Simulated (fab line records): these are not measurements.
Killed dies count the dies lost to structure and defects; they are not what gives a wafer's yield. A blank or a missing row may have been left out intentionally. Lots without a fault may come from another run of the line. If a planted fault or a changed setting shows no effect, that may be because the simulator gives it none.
Which tool is to blame? -- flow gf180mcu -- 39 wafers from 13 lots sampled at 5 of the route's 602 steps

== WHAT THE GAUGES SHOWED, per wafer ==
GF_MVSD_OVL_MEAS_07.
lot,measured,on,MVSD_OVL (nm)
L793,day 5 10:05,overlay-01,2.0 0.3 0.2
L794,day 5 10:14,overlay-02,-0.5 2.3 0.2
L795,day 5 17:50,overlay-01,0.7 1.2 -0.7
L796,day 6 02:35,overlay-01,0.9 1.0 1.7
L799,day 6 12:02,overlay-01,0.4 -0.4 -0.4
L801,day 7 03:05,overlay-01,-2.2 -0.6 -0.2
L802,day 7 07:05,overlay-02,-0.6 0.4 -0.6
L804,day 7 12:23,overlay-02,0.9 0.4 -0.3
L805,day 8 00:32,overlay-02,0.6 0.4 0.9
L806,day 8 04:05,overlay-02,0.0 0.7 0.4
L809,day 8 19:33,overlay-01,0.8 -1.0 -1.0
L810,day 9 00:47,overlay-02,0.2 -0.2 1.3
L812,day 9 13:56,overlay-02,0.1 -1.7 -2.0

GF_VT_IMPLANT_TW_MEAS_32.
lot,measured,on,VT_IMPLANT_3_TW
L793,day 7 22:31,film-metro-01,265 265 265
L794,day 7 23:43,film-metro-02,269 270 270
L795,day 8 10:13,film-metro-03,272 273 273
L796,day 8 19:55,film-metro-01,263 264 264
L799,day 9 07:56,film-metro-02,272 271 273
L801,day 10 01:02,film-metro-02,269 271 270
L802,day 10 03:40,film-metro-02,144 145 145
L804,day 10 11:01,film-metro-02,268 269 268
L805,day 10 23:07,film-metro-01,141 140 142
L806,day 11 03:22,film-metro-02,142 142 143
L809,day 11 20:59,film-metro-01,266 265 265
L810,day 12 02:31,film-metro-02,271 271 272
L812,day 12 17:41,film-metro-02,271 272 271

GF_CONTACT_THK_MEAS_03.
lot,measured,on,CONTACT_CVD_02_THK (nm)
L793,day 16 11:46,film-metro-04,853 857 847
L794,day 16 14:03,film-metro-03,848 851 860
L795,day 17 03:58,film-metro-01,854 870 869
L796,day 17 15:53,film-metro-01,866 874 874
L799,day 18 11:39,film-metro-03,858 867 859
L801,day 19 08:17,film-metro-01,870 882 889
L802,day 19 17:50,film-metro-04,874 882 889
L804,day 19 21:26,film-metro-04,860 870 872
L805,day 20 19:02,film-metro-04,865 880 870
L806,day 21 02:33,film-metro-01,868 867 888
L809,day 22 00:10,film-metro-01,865 886 857
L810,day 22 03:02,film-metro-03,849 861 875
L812,day 22 23:08,film-metro-03,853 865 861

== TOOL THAT RAN EACH LOT (tool first, then ch and the chambers of the sampled wafers, then the start) ==
lot,GF_VT_IMPLANT_STRIP_20,GF_VT_IMPLANT_IMPLANT_30
L793,"plasma-asher-02 ch 0,1, day 7 06:40","implanter-04 ch 0, day 7 22:16"
L794,"plasma-asher-04 ch 0,1, day 7 07:34","implanter-03 ch 0, day 7 23:28"
L795,"plasma-asher-02 ch 1, day 7 17:16","implanter-03 ch 0, day 8 09:58"
L796,"plasma-asher-03 ch 0,1, day 8 02:40","implanter-01 ch 0, day 8 19:40"
L799,"plasma-asher-02 ch 0,1, day 8 13:39","implanter-04 ch 0, day 9 07:43"
L801,"plasma-asher-02 ch 0,1, day 9 07:00","implanter-03 ch 0, day 10 00:49"
L802,"plasma-asher-03 ch 0,1, day 9 09:22","implanter-03 ch 0, day 10 03:25"
L804,"plasma-asher-02 ch 0,1, day 9 17:25","implanter-04 ch 0, day 10 10:47"
L805,"plasma-asher-03 ch 0,1, day 10 04:55","implanter-03 ch 0, day 10 22:53"
L806,"plasma-asher-04 ch 0,1, day 10 08:58","implanter-03 ch 0, day 11 03:07"
L809,"plasma-asher-02 ch 0,1, day 11 02:15","implanter-01 ch 0, day 11 20:47"
L810,"plasma-asher-02 ch 0,1, day 11 07:37","implanter-04 ch 0, day 12 02:16"
L812,"plasma-asher-03 ch 0,1, day 11 22:40","implanter-01 ch 0, day 12 17:26"
- GF_VT_IMPLANT_STRIP_20: strips in O2/N2.
- GF_VT_IMPLANT_IMPLANT_30

== AS READ BY THE TOOLS THEMSELVES (means over the sampled wafers that have a number; for cases with no such wafer, the mark the record gives instead) ==
GF_VT_IMPLANT_STRIP_20.
lot,tool,drypump-motor-current-A (A),heater-power-w (W),oes-product-au (a.u.),strip-time-to-endpoint-s (s)
L793,plasma-asher-02,5.6,350,0.714,12.62
L794,plasma-asher-04,6.1,371,0.716,12.59
L795,plasma-asher-02,5.8,317,0.716,12.62
L796,plasma-asher-03,6.6,334,0.715,12.64
L799,plasma-asher-02,5.6,354,0.713,12.68
L801,plasma-asher-02,5.6,351,0.716,12.65
L802,plasma-asher-03,6.7,322,0.721,12.60
L804,plasma-asher-02,5.7,336,0.717,12.65
L805,plasma-asher-03,6.6,337,0.716,12.55
L806,plasma-asher-04,6.1,374,0.714,12.59
L809,plasma-asher-02,5.7,335,0.717,12.65
L810,plasma-asher-02,5.7,353,0.715,12.63
L812,plasma-asher-03,6.6,335,0.714,12.67

GF_VT_IMPLANT_IMPLANT_30.
lot,tool,dose-ions-cm2,faraday-current-uA
L793,implanter-04,2.5329e+12,14.10
L794,implanter-03,2.5364e+12,14.22
L795,implanter-03,2.5366e+12,14.26
L796,implanter-01,2.5369e+12,14.48
L799,implanter-04,2.5351e+12,14.17
L801,implanter-03,2.5351e+12,14.80
L802,implanter-03,2.5303e+11,1.44
L804,implanter-04,2.5380e+12,14.26
L805,implanter-03,2.5357e+11,1.44
L806,implanter-03,2.5393e+11,1.42
L809,implanter-01,2.5308e+12,14.39
L810,implanter-04,2.5322e+12,14.47
L812,implanter-01,2.5347e+12,14.45

== THE ANSWER, worked out from the rows above alone ==
Rule: usual is defined by the lots themselves. The widest of any qualifying gaps counts: lots, ordered by their means at a reading, are off when they make up no more than a third of the lots, leave a main group of 4 or more, and stand apart from it by 3 or more times the standard deviation of that group's means. Not used: any main group whose means are identical at the precision the tables above print for the reading. A lot without any number at a reading at which 4 lots or more have one is off too. Any other lot the step has rows for is counted as sound. First the gauges in route order, then the tools' own readings, where a lot's mean is used as printed above. The first step at which some lot is off is used, and at that step the reading that is off furthest; a lot without a number counts as furthest.
Off: L802, L805, L806, at GF_VT_IMPLANT_TW_MEAS_32 (VT_IMPLANT_3_TW). The main group has a mean of 269 with a standard deviation of 3.1.
A tool fits if, at a process step before that reading, it ran every lot that is off, and no sound lot after the first of them. The gauges at GF_VT_IMPLANT_TW_MEAS_32 aren't tried: what is off there is off at GF_VT_IMPLANT_IMPLANT_30 too, on other tools, and a gauge's error can't cause that. One candidate fits, namely implanter-03 at GF_VT_IMPLANT_IMPLANT_30. Its last sound lot is L801 (day 10 00:49), its first lot that is off L802 (day 10 03:25): a fault that began between those two fits.
The tool's own readings at GF_VT_IMPLANT_IMPLANT_30 bear it out: on the lots that are off they differ by more than 5 times the standard deviation of the sound lots' means. dose-ions-cm2 reads 2.5351e+11 there against 2.5349e+12 on the sound lots; faraday-current-uA reads 1.43 there against 14.36 on the sound lots.

== WHAT THE SIMULATOR PUT IN ==
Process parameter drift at GF_VT_IMPLANT_IMPLANT_30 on implanter-03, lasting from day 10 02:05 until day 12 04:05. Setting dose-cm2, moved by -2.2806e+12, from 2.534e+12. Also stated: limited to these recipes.
Shown lots that were struck: L802, L805, L806. Same finding as the rule above.
